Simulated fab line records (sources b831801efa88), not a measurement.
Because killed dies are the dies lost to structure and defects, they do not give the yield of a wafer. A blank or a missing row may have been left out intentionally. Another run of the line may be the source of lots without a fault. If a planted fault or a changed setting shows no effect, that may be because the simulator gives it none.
A lot that was struck, set against a sound lot    flow sky130    33 steps out of a route of 708
Sound: the wafers L924.2, L924.3, L924.6. Wafers struck: L928.1, L928.3, L928.5. Last of all comes the cause.
Order at every step that has rows: each side's tool, ch and its chambers, its first start. Under that, the readings that differ: sound wafers    struck wafers    difference of the means    sigmas: that difference in standard deviations of wafers without a fault.
alike: readings with means less than 2 such deviations apart, plus words and numbers identical on both sides. not compared: withheld readings, readings lacking a value on some wafer, bounds such as >300 that could conceal the same value, and numbers that have no deviation in the record and whose values overlap.
A row with sigmas, a row that says differs or no value, or rows on one side alone: a step with any of these is where the two part. When numbers do not overlap yet have no deviation, they are printed without sigmas and do not part them. Lack of a reading on every wafer of one side parts them only where that side has two or more wafers.

first, 3 steps without rows for these wafers: SKY_VT_ADJUST_HVTR_EXPOSE_04 (exposes mask HVTRM, target cd 380 nm); SKY_VT_ADJUST_HVTR_PEB_05; SKY_VT_ADJUST_HVTR_DEVELOP_06 (develop time 60 s).
SKY_VT_ADJUST_HVTR_CD_MEAS_07 targets a cd of 380 nm.
  sound: cd sem-02 at day 10 03:37; struck: cd sem-02 at day 11 10:14
  alike: cd nm
SKY_VT_ADJUST_HVTR_OVL_MEAS_08:
  sound: overlay-02 at day 10 03:43; struck: overlay-02 at day 11 10:21
  alike: VT_ADJUST_HVTR_OVL
following that, these wafers have no rows for 1 step: SKY_VT_ADJUST_HVTR_IMPLANT_09.
SKY_VT_ADJUST_HVTR_STRIP_10: strips in O2/N2.
  sound on plasma asher-03 ch 0,1, day 10 03:54; struck on plasma asher-03 ch 0,1, day 11 10:32
  alike: drypump motor current A, oes product au, strip time to endpoint s
  not compared: rf hours counter h
SKY_VT_ADJUST_HVTR_TW_MEAS_11:
  sound: film metro-03 at day 10 04:01; struck: film metro-01 at day 11 10:38
  alike: VT_ADJUST_HVTR_TW
then, 4 steps without rows for these wafers: SKY_VT_ADJUST_PCH_DEHYDRATE_00 (time 60 s); SKY_VT_ADJUST_PCH_HMDS_01 (prime time 60 s); SKY_VT_ADJUST_PCH_COAT_02 (resist thk 3000 nm); SKY_VT_ADJUST_PCH_SOFTBAKE_03.
SKY_VT_ADJUST_PCH_EXPOSE_04: exposes mask NWM, target cd 840 nm.
  sound on iline stepper-02 ch 0, day 10 15:23; struck on iline stepper-01 ch 0, day 11 22:02
reading  sound              struck                difference  sigmas
mask     NWM#0 NWM#0 NWM#0  TUNM#0 TUNM#0 TUNM#0  differs     
  alike: reticle temp C
then, 2 steps without rows for these wafers: SKY_VT_ADJUST_PCH_PEB_05; SKY_VT_ADJUST_PCH_DEVELOP_06 (develop time 60 s).
SKY_VT_ADJUST_PCH_OVL_MEAS_07:
  sound: overlay-02 at day 11 03:02; struck: overlay-02 at day 12 11:00
reading                 sound         struck  difference                     sigmas
VT_ADJUST_PCH_OVL (nm)  0.8 0.3 -0.9  - - -   no value on the struck wafers  
following that, these wafers have no rows for 1 step: SKY_VT_ADJUST_PCH_IMPLANT_08.
SKY_VT_ADJUST_PCH_STRIP_09: strips in O2/N2.
  sound on plasma asher-03 ch 0, day 11 03:13; struck on plasma asher-02 ch 0,1, day 12 11:11
reading                       sound              struck             difference  sigmas
strip time to endpoint s (s)  36.81 36.72 36.74  36.99 37.17 37.09  +0.33       +3
  alike: drypump motor current A, oes product au
  not compared: rf hours counter h
SKY_VT_ADJUST_PCH_TW_MEAS_10:
  sound: film metro-03 at day 11 03:19; struck: film metro-02 at day 12 11:17
reading           sound              struck          difference  sigmas
VT_ADJUST_PCH_TW  140.7 142.0 142.6  30.1 30.1 30.1  -111.7      -93
then, 7 steps without rows for these wafers: SKY_SONOS_TUNNEL_DEHYDRATE_00 (time 60 s); SKY_SONOS_TUNNEL_HMDS_01 (prime time 60 s); SKY_SONOS_TUNNEL_COAT_02 (resist thk 1140 nm); SKY_SONOS_TUNNEL_SOFTBAKE_03 (time 60 s); SKY_SONOS_TUNNEL_EXPOSE_04 (exposes mask TUNM, target cd 410 nm); SKY_SONOS_TUNNEL_PEB_05; SKY_SONOS_TUNNEL_DEVELOP_06 (develop time 60 s).
SKY_SONOS_TUNNEL_CD_MEAS_07 targets a cd of 410 nm.
  sound: cd sem-01 at day 12 03:01; struck: cd sem-02 at day 13 12:07
  alike: cd nm
SKY_SONOS_TUNNEL_OVL_MEAS_08:
  sound: overlay-01 at day 12 03:07; struck: overlay-01 at day 13 12:14
  alike: SONOS_TUNNEL_OVL
then, 3 steps without rows for these wafers: SKY_SONOS_TUNNEL_IMPLANT_09; SKY_SONOS_TUNNEL_WET_ETCH_10 (etches SiO2 in dHF, target depth 14 nm, time 280 s); SKY_SONOS_TUNNEL_STRIP_11 (strips in SPM, time 600 s).
SKY_SONOS_TUNNEL_TW_MEAS_12:
  sound: film metro-03 at day 12 03:34; struck: film metro-03 at day 13 12:41
reading          sound              struck             difference  sigmas
SONOS_TUNNEL_TW  197.3 198.3 199.0  212.0 212.7 211.8  +14.0       +9
then, 1 step without rows for these wafers: SKY_SONOS_TUNNEL_CLEAN_13 (cleans in dHF, time 20 s).

WHERE THEY PART
First at SKY_VT_ADJUST_PCH_EXPOSE_04; last, within this record, at SKY_SONOS_TUNNEL_TW_MEAS_12.

WHY: the cause the simulator had injected
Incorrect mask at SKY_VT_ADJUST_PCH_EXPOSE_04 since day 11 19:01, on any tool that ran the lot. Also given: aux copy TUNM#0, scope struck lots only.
